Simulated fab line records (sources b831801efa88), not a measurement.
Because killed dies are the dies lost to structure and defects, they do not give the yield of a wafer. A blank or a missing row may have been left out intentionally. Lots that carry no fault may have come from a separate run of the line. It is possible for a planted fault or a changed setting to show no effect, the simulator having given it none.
Struck lot and sound lot, side by side || flow sky130 || 15 steps out of a route of 708
Sound: these wafers, L682.1, L682.3, L682.6. Wafers L675.1, L675.5, L675.6 were the ones struck. The cause is named last.
Each step with rows lists, per side, the tool, then ch with its chambers, then its first start. Under that, the readings that differ: sound wafers || struck wafers || difference of the means || sigmas: that difference in standard deviations of wafers without a fault.
alike: words and numbers the same on both sides, and readings whose means are apart by under 2 such deviations; not compared: readings that were withheld, readings missing a value for some wafer, numbers with overlapping values and no deviation given by the record, and bounds like >300 which may hide the same value.
The two part at a step that has a row with sigmas, a row that says differs or no value, or rows on one side only. Non-overlapping numbers with no deviation appear without sigmas and do not part them. A reading that every wafer of one side lacks parts them only if that side has two wafers or more.

first, 6 steps without rows for these wafers: SKY_LDD_N_HMDS_01 (prime time 60 s); SKY_LDD_N_COAT_02 (resist thk 300 nm); SKY_LDD_N_SOFTBAKE_03 (time 60 s); SKY_LDD_N_EXPOSE_04 (exposes mask NTM, target cd 840 nm); SKY_LDD_N_PEB_05; SKY_LDD_N_DEVELOP_06 (develop time 60 s).
SKY_LDD_N_OVL_MEAS_07:
  sound: overlay-01 at day 24 15:10; struck: overlay-01 at day 21 21:04
  alike: LDD_N_OVL
then, 5 steps without rows for these wafers: SKY_LDD_N_IMPLANT_08; SKY_LDD_N_IMPLANT_09; SKY_LDD_N_IMPLANT_10; SKY_LDD_N_IMPLANT_11; SKY_LDD_N_IMPLANT_12.
SKY_LDD_N_IMPLANT_13:
  sound on implanter-01 ch 0, day 24 15:58; struck on implanter-02 ch 0, day 21 21:52
{"reading": "beamEnergyKeV", "sound": "49.988 50.009 49.981", "struck": "52.527 52.530 52.498", "difference": "+2.526", "sigmas": "+99 or more"}
{"reading": "model.implant.rpNm (nm)", "sound": "32.62 32.62 32.62", "struck": "33.99 33.99 33.99", "difference": "+1.37", "sigmas": ""}
{"reading": "model.implant.drpNm (nm)", "sound": "18.83 18.83 18.83", "struck": "19.52 19.52 19.52", "difference": "+0.69", "sigmas": ""}
  alike: beamOnS
next, for these wafers, 1 step has no rows: SKY_LDD_N_IMPLANT_14.
-- a jump in the record: the struck wafers' starts before and after are 27 days apart (it breaks off in module LDD_N and resumes in module PAD_OPEN, where the first step shown is number 708 of the route) --
SKY_PAD_OPEN_PROBE_99:
  sound: prober-02 at day 50 04:41; struck: prober-01 at day 48 18:29
{"reading": "killed_at_M0_to_M3", "sound": "34 36 51", "struck": "61 57 49", "difference": "+15", "sigmas": "+2"}
{"reading": "killedAtContacts", "sound": "9 25 16", "struck": "29 25 31", "difference": "+12", "sigmas": "+2"}
{"reading": "killedDies", "sound": "61 80 89", "struck": "108 100 105", "difference": "+28", "sigmas": "+3"}
{"reading": "killedOpen", "sound": "30 50 46", "struck": "60 54 61", "difference": "+16", "sigmas": "+2"}
  alike: killed_at_M4_up, killedAtFrontEnd, killedAtOther, killedShort

WHERE THEY PART
Earliest at SKY_LDD_N_IMPLANT_13; latest, in this record, at SKY_PAD_OPEN_PROBE_99.

WHY: whatever the simulator had introduced
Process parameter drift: implanter-02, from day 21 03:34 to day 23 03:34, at SKY_LDD_N_IMPLANT_13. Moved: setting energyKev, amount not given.
